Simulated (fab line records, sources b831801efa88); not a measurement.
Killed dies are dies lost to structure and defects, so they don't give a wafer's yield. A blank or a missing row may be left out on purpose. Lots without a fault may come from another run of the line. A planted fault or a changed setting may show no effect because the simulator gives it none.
One fault seen from 2 desks | flow sky130 | each desk has only its own numbers; what lay behind them comes last

THE TOOL OWNER'S DESK: implanter-01
The tool's own readings at SKY_LDD_N_IMPLANT_08: means of the sampled wafers that have a number, for each lot that ran on this tool. A lot is out of limits, marked OUT, if its mean lies more than 4 standard deviations from the usual mean; the brackets give that distance.
Columns: A = dose_ions_cm2 at SKY_LDD_N_IMPLANT_08, usual 7.5e+13; B = faraday_current_uA at SKY_LDD_N_IMPLANT_08, usual 422
lot  | first seen here | A                         | B
L630 | day 17 05:49    | 7.5e+13                   | 418
L632 | day 18 07:59    | 7.5e+13                   | 438
L635 | day 19 00:41    | 7.5e+13                   | 428
L639 | day 20 17:00    | 8.4e+13 (+99 or more) OUT | 467 (+5.2) OUT
L640 | day 21 06:04    | 8.4e+13 (+99 or more) OUT | 470 (+5.5) OUT
This desk's finding: out of limits on L639, L640; first on L639, day 20 17:00 (dose_ions_cm2 at SKY_LDD_N_IMPLANT_08). In limits: L630, L632, L635.

THE METROLOGY DESK
What the gauges read, lot by lot, whatever tool the lot ran on: means of the sampled wafers that have a number. A lot is out of limits, marked OUT, if its mean lies more than 4 standard deviations from the usual mean; the brackets give that distance.
Columns: A = POLY_GATE_TW at SKY_RES_PROTECT_TW_MEAS_08, usual 4036; B = LDD_N_OVL at SKY_LDD_N_OVL_MEAS_07, usual -0.5 nm; C = LDD_HVP_OVL at SKY_LDD_HVP_OVL_MEAS_07, usual -0.5 nm
lot  | first seen here | A    | B    | C
L630 | day 14 16:53    | 4076 | 0.0  | -2.6
L632 | day 15 16:29    | 3979 | -1.6 | -0.5
L635 | day 16 08:08    | 4026 | -1.2 | 1.0
L639 | day 17 20:38    | 3946 | -1.8 | -0.4
L640 | day 18 11:41    | 4056 | -1.5 | 1.1
L643 | day 19 14:48    | 4046 | -0.4 | 3.2
L644 | day 20 03:41    | 3968 | -1.0 | -1.7
L645 | day 20 05:41    | 3953 | 2.0  | -2.2
L646 | day 21 01:47    | 4083 | 0.5  | -1.4
L648 | day 21 09:37    | 3934 | 1.2  | -1.2
L649 | day 21 14:35    | 4097 | -2.0 | -1.4
L650 | day 22 01:08    | 4121 | 0.3  | -0.3
L651 | day 22 21:55    | 4004 | 1.5  | -1.1
L653 | day 23 10:38    | 4055 | 3.5  | -1.6
This desk's finding: nothing out of limits on any of the 14 lots.

PUT TOGETHER
The tool owner's desk could have raised an alarm at day 20 17:00, on L639, L640.
The metrology desk saw nothing out of limits.
The metrology desk has L639, L640 on record, within its limits.
Of the lots named, all ran SKY_LDD_N_IMPLANT_08 on implanter-01.

WHAT THE SIMULATOR HAD PUT IN
Process parameter drift: implanter-01, from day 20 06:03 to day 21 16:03, at SKY_LDD_N_IMPLANT_08. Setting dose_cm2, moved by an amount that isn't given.
Lots struck among those shown: L639, L640.
Hours from the fault's start to each desk's first reading out of limits: the tool owner's desk, 11.
